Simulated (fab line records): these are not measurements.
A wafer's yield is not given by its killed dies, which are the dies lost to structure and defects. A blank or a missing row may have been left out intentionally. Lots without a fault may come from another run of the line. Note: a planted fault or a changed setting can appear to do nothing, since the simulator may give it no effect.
Matching of chambers || flow sky130 || SKY_VIA1_ETCH_14 on rie_diel-02: 4 sister chambers
The step etches BARC in N2/H2, stops on SiO2, time 45.9 s, target depth 60 nm. 22 wafers are shown with their chamber, then 11 later ones without.

== WAFERS WITH THEIR CHAMBER ==
{"wafer": "L074.1", "chamber": 3, "drypump_motor_current_A (A)": 6.3, "throttle_valve_pct (%)": 13.206, "oes_product_au (a.u.)": 0.853}
{"wafer": "L074.3", "chamber": 0, "drypump_motor_current_A (A)": 5.0, "throttle_valve_pct (%)": 13.207, "oes_product_au (a.u.)": 0.849}
{"wafer": "L074.5", "chamber": 0, "drypump_motor_current_A (A)": 5.0, "throttle_valve_pct (%)": 13.238, "oes_product_au (a.u.)": 0.860}
{"wafer": "L075.2", "chamber": 0, "drypump_motor_current_A (A)": 5.0, "throttle_valve_pct (%)": 13.230, "oes_product_au (a.u.)": 0.862}
{"wafer": "L075.5", "chamber": 3, "drypump_motor_current_A (A)": 6.3, "throttle_valve_pct (%)": 13.214, "oes_product_au (a.u.)": 0.857}
{"wafer": "L075.6", "chamber": 0, "drypump_motor_current_A (A)": 4.9, "throttle_valve_pct (%)": 13.231, "oes_product_au (a.u.)": 0.855}
{"wafer": "L076.1", "chamber": 0, "drypump_motor_current_A (A)": 5.0, "throttle_valve_pct (%)": 13.214, "oes_product_au (a.u.)": 0.867}
{"wafer": "L076.4", "chamber": 0, "drypump_motor_current_A (A)": 5.0, "throttle_valve_pct (%)": 13.233, "oes_product_au (a.u.)": 0.854}
{"wafer": "L076.5", "chamber": 3, "drypump_motor_current_A (A)": 6.3, "throttle_valve_pct (%)": 13.231, "oes_product_au (a.u.)": 0.854}
{"wafer": "L079.1", "chamber": 3, "drypump_motor_current_A (A)": 6.3, "throttle_valve_pct (%)": 13.229, "oes_product_au (a.u.)": 0.859}
{"wafer": "L079.3", "chamber": 1, "drypump_motor_current_A (A)": 6.4, "throttle_valve_pct (%)": 13.219, "oes_product_au (a.u.)": 0.855}
{"wafer": "L079.4", "chamber": 0, "drypump_motor_current_A (A)": 5.0, "throttle_valve_pct (%)": 13.235, "oes_product_au (a.u.)": 0.849}
{"wafer": "L080.1", "chamber": 1, "drypump_motor_current_A (A)": 6.4, "throttle_valve_pct (%)": 13.222, "oes_product_au (a.u.)": 0.855}
{"wafer": "L080.2", "chamber": 2, "drypump_motor_current_A (A)": 5.3, "throttle_valve_pct (%)": 13.210, "oes_product_au (a.u.)": 0.848}
{"wafer": "L080.3", "chamber": 0, "drypump_motor_current_A (A)": 5.0, "throttle_valve_pct (%)": 13.236, "oes_product_au (a.u.)": 0.851}
{"wafer": "L081.1", "chamber": 1, "drypump_motor_current_A (A)": 6.4, "throttle_valve_pct (%)": 13.242, "oes_product_au (a.u.)": 0.851}
{"wafer": "L081.2", "chamber": 3, "drypump_motor_current_A (A)": 6.3, "throttle_valve_pct (%)": 13.214, "oes_product_au (a.u.)": 0.864}
{"wafer": "L081.5", "chamber": 2, "drypump_motor_current_A (A)": 5.3, "throttle_valve_pct (%)": 13.223, "oes_product_au (a.u.)": 0.863}
{"wafer": "L085.2", "chamber": 2, "drypump_motor_current_A (A)": 5.3, "throttle_valve_pct (%)": 13.231, "oes_product_au (a.u.)": 0.853}
{"wafer": "L085.5", "chamber": 1, "drypump_motor_current_A (A)": 6.4, "throttle_valve_pct (%)": 13.235, "oes_product_au (a.u.)": 0.846}
{"wafer": "L085.6", "chamber": 0, "drypump_motor_current_A (A)": 5.0, "throttle_valve_pct (%)": 13.219, "oes_product_au (a.u.)": 0.848}
{"wafer": "L088.2", "chamber": 3, "drypump_motor_current_A (A)": 6.3, "throttle_valve_pct (%)": 13.230, "oes_product_au (a.u.)": 0.850}

SIGNATURES (averages over the wafers above)
{"reading": "drypump_motor_current_A", "chamber 0": 4.989, "chamber 1": 6.400, "chamber 2": 5.300, "chamber 3": 6.300, "scatter within a chamber": 0.0222}
{"reading": "throttle_valve_pct", "chamber 0": 13.22700, "chamber 1": 13.22950, "chamber 2": 13.22133, "chamber 3": 13.22067, "scatter within a chamber": 0.0108}
{"reading": "oes_product_au", "chamber 0": 0.85500, "chamber 1": 0.85175, "chamber 2": 0.85467, "chamber 3": 0.85617, "scatter within a chamber": 0.00601}
Rule: for a wafer and a chamber, the distance is found by dividing, reading by reading, the gap between the wafer's reading and the chamber's mean by the reading's scatter, squaring, summing and taking the root. If the next closest chamber is less than 2 further off than the closest, the wafer can't be placed; otherwise it belongs to the closest. The scatter is the square root of a quotient: the sum, over the shown wafers, of each reading's squared deviation from its chamber's mean, divided by wafers minus chambers.

== WAFERS WITH NO CHAMBER GIVEN ==
{"wafer": "L088.3", "drypump_motor_current_A (A)": 6.4, "throttle_valve_pct (%)": 13.221, "oes_product_au (a.u.)": 0.858}
{"wafer": "L088.4", "drypump_motor_current_A (A)": 5.0, "throttle_valve_pct (%)": 13.225, "oes_product_au (a.u.)": 0.851}
{"wafer": "L090.3", "drypump_motor_current_A (A)": 5.3, "throttle_valve_pct (%)": 13.222, "oes_product_au (a.u.)": 0.852}
{"wafer": "L090.5", "drypump_motor_current_A (A)": 5.3, "throttle_valve_pct (%)": 13.225, "oes_product_au (a.u.)": 0.852}
{"wafer": "L090.6", "drypump_motor_current_A (A)": 6.4, "throttle_valve_pct (%)": 13.222, "oes_product_au (a.u.)": 0.855}
{"wafer": "L094.1", "drypump_motor_current_A (A)": 6.3, "throttle_valve_pct (%)": 13.214, "oes_product_au (a.u.)": 0.855}
{"wafer": "L094.2", "drypump_motor_current_A (A)": 5.4, "throttle_valve_pct (%)": 13.217, "oes_product_au (a.u.)": 0.855}
{"wafer": "L094.3", "drypump_motor_current_A (A)": 6.4, "throttle_valve_pct (%)": 13.225, "oes_product_au (a.u.)": 0.865}
{"wafer": "L094.4", "drypump_motor_current_A (A)": 5.0, "throttle_valve_pct (%)": 13.218, "oes_product_au (a.u.)": 0.853}
{"wafer": "L094.5", "drypump_motor_current_A (A)": 6.4, "throttle_valve_pct (%)": 13.212, "oes_product_au (a.u.)": 0.847}
{"wafer": "L094.6", "drypump_motor_current_A (A)": 5.0, "throttle_valve_pct (%)": 13.221, "oes_product_au (a.u.)": 0.852}

== WHICH CHAMBER EACH WENT THROUGH ==
{"wafer": "L088.3", "from the rows above": 1, "in truth": 1}
{"wafer": "L088.4", "from the rows above": 0, "in truth": 0}
{"wafer": "L090.3", "from the rows above": 2, "in truth": 2}
{"wafer": "L090.5", "from the rows above": 2, "in truth": 2}
{"wafer": "L090.6", "from the rows above": 1, "in truth": 1}
{"wafer": "L094.1", "from the rows above": 3, "in truth": 3}
{"wafer": "L094.2", "from the rows above": 2, "in truth": 2}
{"wafer": "L094.3", "from the rows above": 1, "in truth": 1}
{"wafer": "L094.4", "from the rows above": 0, "in truth": 0}
{"wafer": "L094.5", "from the rows above": 1, "in truth": 1}
{"wafer": "L094.6", "from the rows above": 0, "in truth": 0}
Placed correctly: 11 of 11. Not placeable from these rows: 0. 0 placed wrongly.
